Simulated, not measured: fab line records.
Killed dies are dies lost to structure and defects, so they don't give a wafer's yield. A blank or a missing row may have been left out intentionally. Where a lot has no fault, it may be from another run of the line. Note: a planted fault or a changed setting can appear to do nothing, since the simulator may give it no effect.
Which tool did it? :: flow sky130 :: 24 lots, 72 wafers sampled, at 5 steps of a route of 708

== WHAT THE GAUGES SHOWED, per wafer ==
SKY_SONOS_TUNNEL_TW_MEAS_12.
lot: L074
measured: day 11 10:14
on: film-metro-03
SONOS_TUNNEL_TW: 201.1 199.6 199.3

lot: L075
measured: day 11 19:26
on: film-metro-02
SONOS_TUNNEL_TW: 196.7 196.9 198.0

lot: L076
measured: day 11 23:59
on: film-metro-03
SONOS_TUNNEL_TW: 201.1 200.2 200.0

lot: L077
measured: day 12 03:37
on: film-metro-01
SONOS_TUNNEL_TW: 195.9 195.5 195.9

lot: L078
measured: day 12 10:41
on: film-metro-01
SONOS_TUNNEL_TW: 196.4 196.5 195.4

lot: L079
measured: day 13 00:20
on: film-metro-03
SONOS_TUNNEL_TW: 198.7 199.1 199.6

lot: L080
measured: day 13 05:21
on: film-metro-02
SONOS_TUNNEL_TW: 198.1 198.4 198.6

lot: L081
measured: day 13 12:25
on: film-metro-01
SONOS_TUNNEL_TW: 196.8 196.9 196.9

lot: L082
measured: day 13 23:53
on: film-metro-01
SONOS_TUNNEL_TW: 197.0 197.0 196.5

lot: L083
measured: day 14 08:38
on: film-metro-02
SONOS_TUNNEL_TW: 196.4 197.7 197.5

lot: L084
measured: day 14 15:20
on: film-metro-01
SONOS_TUNNEL_TW: 198.8 198.3 197.8

lot: L085
measured: day 15 02:14
on: film-metro-02
SONOS_TUNNEL_TW: 197.2 197.1 197.0

lot: L086
measured: day 15 05:33
on: film-metro-02
SONOS_TUNNEL_TW: 196.9 196.6 197.1

lot: L087
measured: day 15 20:53
on: film-metro-01
SONOS_TUNNEL_TW: 198.5 198.4 198.7

lot: L088
measured: day 15 22:36
on: film-metro-01
SONOS_TUNNEL_TW: 198.1 198.6 199.1

lot: L089
measured: day 16 10:26
on: film-metro-03
SONOS_TUNNEL_TW: 200.0 200.8 200.2

lot: L090
measured: day 16 13:08
on: film-metro-01
SONOS_TUNNEL_TW: 198.5 197.9 199.2

lot: L091
measured: day 16 21:50
on: film-metro-02
SONOS_TUNNEL_TW: 197.3 197.4 196.2

lot: L092
measured: day 17 02:28
on: film-metro-01
SONOS_TUNNEL_TW: 196.7 196.5 197.3

lot: L093
measured: day 17 09:28
on: film-metro-03
SONOS_TUNNEL_TW: 199.2 198.8 199.8

lot: L094
measured: day 17 19:26
on: film-metro-01
SONOS_TUNNEL_TW: 196.0 197.4 196.9

lot: L095
measured: day 18 06:04
on: film-metro-02
SONOS_TUNNEL_TW: 197.3 197.7 196.0

lot: L096
measured: day 18 17:26
on: film-metro-01
SONOS_TUNNEL_TW: 198.8 197.4 198.0

lot: L097
measured: day 18 22:10
on: film-metro-03
SONOS_TUNNEL_TW: 198.7 199.0 199.0

SKY_SD_N_OVL_MEAS_08.
lot: L074
measured: day 28 05:47
on: overlay-02
SD_N_OVL (nm): -0.4 -2.1 0.0

lot: L075
measured: day 28 08:53
on: overlay-02
SD_N_OVL (nm): -1.2 0.6 1.5

lot: L076
measured: day 28 12:23
on: overlay-01
SD_N_OVL (nm): 1.2 1.7 0.4

lot: L077
measured: day 28 21:05
on: overlay-02
SD_N_OVL (nm): -2.2 -1.8 -0.3

lot: L078
measured: day 29 03:53
on: overlay-02
SD_N_OVL (nm): 0.8 0.7 0.0

lot: L079
measured: day 29 13:24
on: overlay-02
SD_N_OVL (nm): -2.5 0.0 -2.7

lot: L080
measured: day 29 18:23
on: overlay-01
SD_N_OVL (nm): -2.0 -1.5 -4.5

lot: L081
measured: day 30 07:11
on: overlay-02
SD_N_OVL (nm): -0.9 -0.5 -0.7

lot: L082
measured: day 30 17:11
on: overlay-02
SD_N_OVL (nm): 2.0 -0.1 2.4

lot: L083
measured: day 31 05:22
on: overlay-02
SD_N_OVL (nm): -0.7 -0.3 0.3

lot: L084
measured: day 31 06:32
on: overlay-01
SD_N_OVL (nm): -0.9 0.4 0.5

lot: L085
measured: day 31 16:53
on: overlay-02
SD_N_OVL (nm): 0.2 0.4 -1.5

lot: L086
measured: day 31 23:44
on: overlay-02
SD_N_OVL (nm): 0.6 1.1 3.9

lot: L087
measured: day 33 08:47
on: overlay-01
SD_N_OVL (nm): 0.2 -0.7 -1.0

lot: L088
measured: day 33 09:20
on: overlay-01
SD_N_OVL (nm): -3.2 -0.8 -2.1

lot: L089
measured: day 33 09:35
on: overlay-02
SD_N_OVL (nm): -0.4 0.2 0.1

lot: L090
measured: day 33 10:47
on: overlay-01
SD_N_OVL (nm): 1.7 1.2 3.0

lot: L091
measured: day 33 12:14
on: overlay-01
SD_N_OVL (nm): -1.2 -1.5 -0.6

lot: L092
measured: day 33 14:38
on: overlay-01
SD_N_OVL (nm): -2.5 -2.5 -0.8

lot: L093
measured: day 33 16:47
on: overlay-02
SD_N_OVL (nm): -1.4 -0.8 -0.9

lot: L094
measured: day 34 04:02
on: overlay-02
SD_N_OVL (nm): 0.6 2.0 -1.0

lot: L095
measured: day 34 17:32
on: overlay-02
SD_N_OVL (nm): 3.1 1.7 0.5

lot: L096
measured: day 35 05:20
on: overlay-01
SD_N_OVL (nm): 0.0 2.2 -0.9

lot: L097
measured: day 35 06:59
on: overlay-01
SD_N_OVL (nm): -1.0 -0.5 -1.0

SKY_CAP2M_THK_MEAS_01.
lot: L074
measured: day 39 23:36
on: film-metro-01
CAP2M_CVD_00_THK (nm): 15.12 15.38 15.44

lot: L075
measured: day 40 02:55
on: film-metro-02
CAP2M_CVD_00_THK (nm): 15.49 15.38 15.71

lot: L076
measured: day 40 05:28
on: film-metro-02
CAP2M_CVD_00_THK (nm): 15.13 15.51 15.62

lot: L077
measured: day 40 15:02
on: film-metro-01
CAP2M_CVD_00_THK (nm): 15.51 15.68 15.77

lot: L078
measured: day 40 21:36
on: film-metro-03
CAP2M_CVD_00_THK (nm): 15.61 15.79 15.89

lot: L079
measured: day 41 05:35
on: film-metro-02
CAP2M_CVD_00_THK (nm): 16.00 15.98 15.92

lot: L080
measured: day 41 09:44
on: film-metro-01
CAP2M_CVD_00_THK (nm): 15.46 15.52 15.65

lot: L081
measured: day 41 17:57
on: film-metro-02
CAP2M_CVD_00_THK (nm): 15.57 15.69 15.85

lot: L082
measured: day 42 02:29
on: film-metro-03
CAP2M_CVD_00_THK (nm): 15.31 15.68 15.38

lot: L083
measured: day 42 14:38
on: film-metro-01
CAP2M_CVD_00_THK (nm): 15.64 15.75 15.41

lot: L084
measured: day 42 14:42
on: film-metro-03
CAP2M_CVD_00_THK (nm): 15.49 15.60 15.81

lot: L085
measured: day 43 01:58
on: film-metro-03
CAP2M_CVD_00_THK (nm): 15.66 15.95 16.02

lot: L086
measured: day 43 03:50
on: film-metro-03
CAP2M_CVD_00_THK (nm): 15.21 15.37 15.33

lot: L087
measured: day 44 11:07
on: film-metro-03
CAP2M_CVD_00_THK (nm): 15.42 15.52 15.66

lot: L088
measured: day 44 12:35
on: film-metro-01
CAP2M_CVD_00_THK (nm): 15.38 15.32 15.79

lot: L089
measured: day 44 12:52
on: film-metro-01
CAP2M_CVD_00_THK (nm): 15.41 15.38 15.36

lot: L090
measured: day 44 13:40
on: film-metro-02
CAP2M_CVD_00_THK (nm): 15.62 15.72 15.79

lot: L091
measured: day 44 14:04
on: film-metro-01
CAP2M_CVD_00_THK (nm): 15.50 15.44 15.61

lot: L092
measured: day 44 15:31
on: film-metro-02
CAP2M_CVD_00_THK (nm): 15.50 15.49 15.89

lot: L093
measured: day 44 18:40
on: film-metro-01
CAP2M_CVD_00_THK (nm): 15.53 15.68 15.95

lot: L094
measured: day 45 03:03
on: film-metro-02
CAP2M_CVD_00_THK (nm): 15.28 15.33 15.53

lot: L095
measured: day 45 14:15
on: film-metro-02
CAP2M_CVD_00_THK (nm): 15.45 15.54 15.69

lot: L096
measured: day 45 23:37
on: film-metro-03
CAP2M_CVD_00_THK (nm): 15.27 15.63 15.57

lot: L097
measured: day 45 23:19
on: film-metro-03
CAP2M_CVD_00_THK (nm): 15.05 15.23 15.70

== EACH LOT AND THE TOOL THAT RAN IT (in order: tool; ch and the chambers of the sampled wafers; start) ==
lot: L074
SKY_LI_CONTACT_ETCH_14: rie-diel-04 ch 0,1,3, day 29 12:01
SKY_METAL3_SPUTTER_02: pvd-sputter-02, day 36 15:03

lot: L075
SKY_LI_CONTACT_ETCH_14: rie-diel-01 ch 2,3, day 29 13:44
SKY_METAL3_SPUTTER_02: pvd-sputter-02, day 36 17:50

lot: L076
SKY_LI_CONTACT_ETCH_14: rie-diel-01 ch 1,2,3, day 29 16:41
SKY_METAL3_SPUTTER_02: pvd-sputter-03, day 36 20:28

lot: L077
SKY_LI_CONTACT_ETCH_14: rie-diel-04 ch 0,2, day 30 03:22
SKY_METAL3_SPUTTER_02: pvd-sputter-04, day 37 07:52

lot: L078
SKY_LI_CONTACT_ETCH_14: rie-diel-02 ch 1,2, day 30 10:02
SKY_METAL3_SPUTTER_02: pvd-sputter-04, day 37 15:30

lot: L079
SKY_LI_CONTACT_ETCH_14: rie-diel-04 ch 0,1,2, day 30 20:44
SKY_METAL3_SPUTTER_02: pvd-sputter-02, day 37 22:04

lot: L080
SKY_LI_CONTACT_ETCH_14: rie-diel-01 ch 0,1, day 31 00:34
SKY_METAL3_SPUTTER_02: pvd-sputter-02, day 38 03:15

lot: L081
SKY_LI_CONTACT_ETCH_14: rie-diel-02 ch 1,2,3, day 31 12:55
SKY_METAL3_SPUTTER_02: pvd-sputter-02, day 38 13:56

lot: L082
SKY_LI_CONTACT_ETCH_14: rie-diel-04 ch 1,3, day 31 22:10
SKY_METAL3_SPUTTER_02: pvd-sputter-04, day 38 21:04

lot: L083
SKY_LI_CONTACT_ETCH_14: rie-diel-04 ch 0,2,3, day 32 10:20
SKY_METAL3_SPUTTER_02: pvd-sputter-02, day 39 09:55

lot: L084
SKY_LI_CONTACT_ETCH_14: rie-diel-01 ch 0,1,2, day 32 11:07
SKY_METAL3_SPUTTER_02: pvd-sputter-03, day 39 09:59

lot: L085
SKY_LI_CONTACT_ETCH_14: rie-diel-02 ch 2,3, day 32 21:23
SKY_METAL3_SPUTTER_02: pvd-sputter-03, day 39 21:00

lot: L086
SKY_LI_CONTACT_ETCH_14: rie-diel-04 ch 0,2,3, day 33 04:31
SKY_METAL3_SPUTTER_02: pvd-sputter-03, day 40 01:53

lot: L087
SKY_LI_CONTACT_ETCH_14: rie-diel-04 ch 2,3, day 34 13:40
SKY_METAL3_SPUTTER_02: pvd-sputter-03, day 41 08:42

lot: L088
SKY_LI_CONTACT_ETCH_14: rie-diel-01 ch 0,2,3, day 34 14:16
SKY_METAL3_SPUTTER_02: pvd-sputter-04, day 41 09:54

lot: L089
SKY_LI_CONTACT_ETCH_14: rie-diel-04 ch 0,2, day 34 14:37
SKY_METAL3_SPUTTER_02: pvd-sputter-02, day 41 10:12

lot: L090
SKY_LI_CONTACT_ETCH_14: rie-diel-01 ch 1,3, day 34 15:34
SKY_METAL3_SPUTTER_02: pvd-sputter-02, day 41 10:30

lot: L091
SKY_LI_CONTACT_ETCH_14: rie-diel-02 ch 1,3, day 34 17:07
SKY_METAL3_SPUTTER_02: pvd-sputter-04, day 41 10:51

lot: L092
SKY_LI_CONTACT_ETCH_14: rie-diel-04 ch 1,2,3, day 34 18:52
SKY_METAL3_SPUTTER_02: pvd-sputter-02, day 41 13:43

lot: L093
SKY_LI_CONTACT_ETCH_14: rie-diel-02 ch 1,2, day 34 20:58
SKY_METAL3_SPUTTER_02: pvd-sputter-03, day 41 16:17

lot: L094
SKY_LI_CONTACT_ETCH_14: rie-diel-01 ch 0,1,2, day 35 08:04
SKY_METAL3_SPUTTER_02: pvd-sputter-02, day 42 01:24

lot: L095
SKY_LI_CONTACT_ETCH_14: rie-diel-01 ch 0,2, day 35 20:59
SKY_METAL3_SPUTTER_02: pvd-sputter-03, day 42 14:08

lot: L096
SKY_LI_CONTACT_ETCH_14: rie-diel-04 ch 0,1,2, day 36 09:01
SKY_METAL3_SPUTTER_02: pvd-sputter-03, day 42 22:17

lot: L097
SKY_LI_CONTACT_ETCH_14: rie-diel-02 ch 1,3, day 36 10:08
SKY_METAL3_SPUTTER_02: pvd-sputter-03, day 43 00:14
- SKY_LI_CONTACT_ETCH_14: etches BARC in N2/H2, stops on SiO2, time 45.9 s, target depth 60 nm.
- SKY_METAL3_SPUTTER_02: material AlCu, target thk 735 nm, time 39.1 s.

== AS READ BY THE TOOLS THEMSELVES (means over the sampled wafers that have a number; for cases with no such wafer, the mark the record gives instead) ==
SKY_LI_CONTACT_ETCH_14.
lot: L074
tool: rie-diel-04
bias-w (W): 99.9
drypump-motor-current-A (A): 5.6
oes-product-au (a.u.): 0.852
throttle-valve-pct (%): 13.237

lot: L075
tool: rie-diel-01
bias-w (W): 99.9
drypump-motor-current-A (A): 5.9
oes-product-au (a.u.): 0.852
throttle-valve-pct (%): 13.219

lot: L076
tool: rie-diel-01
bias-w (W): 100.2
drypump-motor-current-A (A): 5.8
oes-product-au (a.u.): 0.853
throttle-valve-pct (%): 13.221

lot: L077
tool: rie-diel-04
bias-w (W): 99.9
drypump-motor-current-A (A): 5.9
oes-product-au (a.u.): 0.853
throttle-valve-pct (%): 13.233

lot: L078
tool: rie-diel-02
bias-w (W): 99.9
drypump-motor-current-A (A): 5.5
oes-product-au (a.u.): 0.853
throttle-valve-pct (%): 13.218

lot: L079
tool: rie-diel-04
bias-w (W): 100.2
drypump-motor-current-A (A): 5.7
oes-product-au (a.u.): 0.850
throttle-valve-pct (%): 13.217

lot: L080
tool: rie-diel-01
bias-w (W): 100.0
drypump-motor-current-A (A): 5.4
oes-product-au (a.u.): 0.856
throttle-valve-pct (%): 13.222

lot: L081
tool: rie-diel-02
bias-w (W): 99.8
drypump-motor-current-A (A): 5.4
oes-product-au (a.u.): 0.852
throttle-valve-pct (%): 13.226

lot: L082
tool: rie-diel-04
bias-w (W): 100.0
drypump-motor-current-A (A): 5.4
oes-product-au (a.u.): 0.856
throttle-valve-pct (%): 13.236

lot: L083
tool: rie-diel-04
bias-w (W): 100.2
drypump-motor-current-A (A): 6.0
oes-product-au (a.u.): 0.854
throttle-valve-pct (%): 13.210

lot: L084
tool: rie-diel-01
bias-w (W): 100.3
drypump-motor-current-A (A): 5.6
oes-product-au (a.u.): 0.854
throttle-valve-pct (%): 13.223

lot: L085
tool: rie-diel-02
bias-w (W): 100.4
drypump-motor-current-A (A): 5.3
oes-product-au (a.u.): 0.854
throttle-valve-pct (%): 13.227

lot: L086
tool: rie-diel-04
bias-w (W): 99.9
drypump-motor-current-A (A): 6.0
oes-product-au (a.u.): 0.855
throttle-valve-pct (%): 13.231

lot: L087
tool: rie-diel-04
bias-w (W): 99.8
drypump-motor-current-A (A): 6.0
oes-product-au (a.u.): 0.852
throttle-valve-pct (%): 13.221

lot: L088
tool: rie-diel-01
bias-w (W): 99.7
drypump-motor-current-A (A): 5.7
oes-product-au (a.u.): 0.852
throttle-valve-pct (%): 13.224

lot: L089
tool: rie-diel-04
bias-w (W): 100.2
drypump-motor-current-A (A): 5.9
oes-product-au (a.u.): 0.854
throttle-valve-pct (%): 13.230

lot: L090
tool: rie-diel-01
bias-w (W): 99.9
drypump-motor-current-A (A): 5.9
oes-product-au (a.u.): 0.854
throttle-valve-pct (%): 13.225

lot: L091
tool: rie-diel-02
bias-w (W): 100.1
drypump-motor-current-A (A): 5.3
oes-product-au (a.u.): 0.853
throttle-valve-pct (%): 13.222

lot: L092
tool: rie-diel-04
bias-w (W): 99.6
drypump-motor-current-A (A): 5.7
oes-product-au (a.u.): 0.853
throttle-valve-pct (%): 13.230

lot: L093
tool: rie-diel-02
bias-w (W): 100.1
drypump-motor-current-A (A): 5.6
oes-product-au (a.u.): 0.849
throttle-valve-pct (%): 13.221

lot: L094
tool: rie-diel-01
bias-w (W): 100.0
drypump-motor-current-A (A): 5.6
oes-product-au (a.u.): 0.856
throttle-valve-pct (%): 13.232

lot: L095
tool: rie-diel-01
bias-w (W): 100.1
drypump-motor-current-A (A): 5.4
oes-product-au (a.u.): 0.851
throttle-valve-pct (%): 13.227

lot: L096
tool: rie-diel-04
bias-w (W): 100.0
drypump-motor-current-A (A): 5.7
oes-product-au (a.u.): 0.851
throttle-valve-pct (%): 13.231

lot: L097
tool: rie-diel-02
bias-w (W): 100.0
drypump-motor-current-A (A): 5.3
oes-product-au (a.u.): 0.854
throttle-valve-pct (%): 13.232

SKY_METAL3_SPUTTER_02.
lot: L074
tool: pvd-sputter-02
throttle-valve-pct (%): 30.1

lot: L075
tool: pvd-sputter-02
throttle-valve-pct (%): 29.5

lot: L076
tool: pvd-sputter-03
throttle-valve-pct (%): 30.5

lot: L077
tool: pvd-sputter-04
throttle-valve-pct (%): 30.8

lot: L078
tool: pvd-sputter-04
throttle-valve-pct (%): 29.2

lot: L079
tool: pvd-sputter-02
throttle-valve-pct (%): 29.5

lot: L080
tool: pvd-sputter-02
throttle-valve-pct (%): 29.5

lot: L081
tool: pvd-sputter-02
throttle-valve-pct (%): 29.0

lot: L082
tool: pvd-sputter-04
throttle-valve-pct (%): 29.5

lot: L083
tool: pvd-sputter-02
throttle-valve-pct (%): 29.6

lot: L084
tool: pvd-sputter-03
throttle-valve-pct (%): 30.2

lot: L085
tool: pvd-sputter-03
throttle-valve-pct (%): 30.5

lot: L086
tool: pvd-sputter-03
throttle-valve-pct (%): 30.3

lot: L087
tool: pvd-sputter-03
throttle-valve-pct (%): 30.3

lot: L088
tool: pvd-sputter-04
throttle-valve-pct (%): 30.3

lot: L089
tool: pvd-sputter-02
throttle-valve-pct (%): 29.1

lot: L090
tool: pvd-sputter-02
throttle-valve-pct (%): 29.0

lot: L091
tool: pvd-sputter-04
throttle-valve-pct (%): 29.8

lot: L092
tool: pvd-sputter-02
throttle-valve-pct (%): 30.0

lot: L093
tool: pvd-sputter-03
throttle-valve-pct (%): 30.5

lot: L094
tool: pvd-sputter-02
throttle-valve-pct (%): 29.7

lot: L095
tool: pvd-sputter-03
throttle-valve-pct (%): 30.6

lot: L096
tool: pvd-sputter-03
throttle-valve-pct (%): 30.3

lot: L097
tool: pvd-sputter-03
throttle-valve-pct (%): 30.4

== THE ANSWER, worked out from the rows above alone ==
Rule: usual is defined by the lots themselves. The widest of any qualifying gaps counts: lots, ordered by their means at a reading, are off when they make up no more than a third of the lots, leave a main group of 4 or more, and stand apart from it by 3 or more times the standard deviation of that group's means. If all means in a main group match to the digits the tables above print for the reading, that group is not used. A lot without any number at a reading at which 4 lots or more have one is off too. The other lots that the step has rows for count as sound. After the gauges, taken in route order, come the tools' own readings; for these a lot's mean is taken, as printed above. The first step at which some lot is off is used, and at that step the reading that is off furthest; a lot without a number counts as furthest.
No lot is off on any of the readings shown, so nothing can be concluded from this.

== WHAT WAS PUT IN BY THE SIMULATOR ==
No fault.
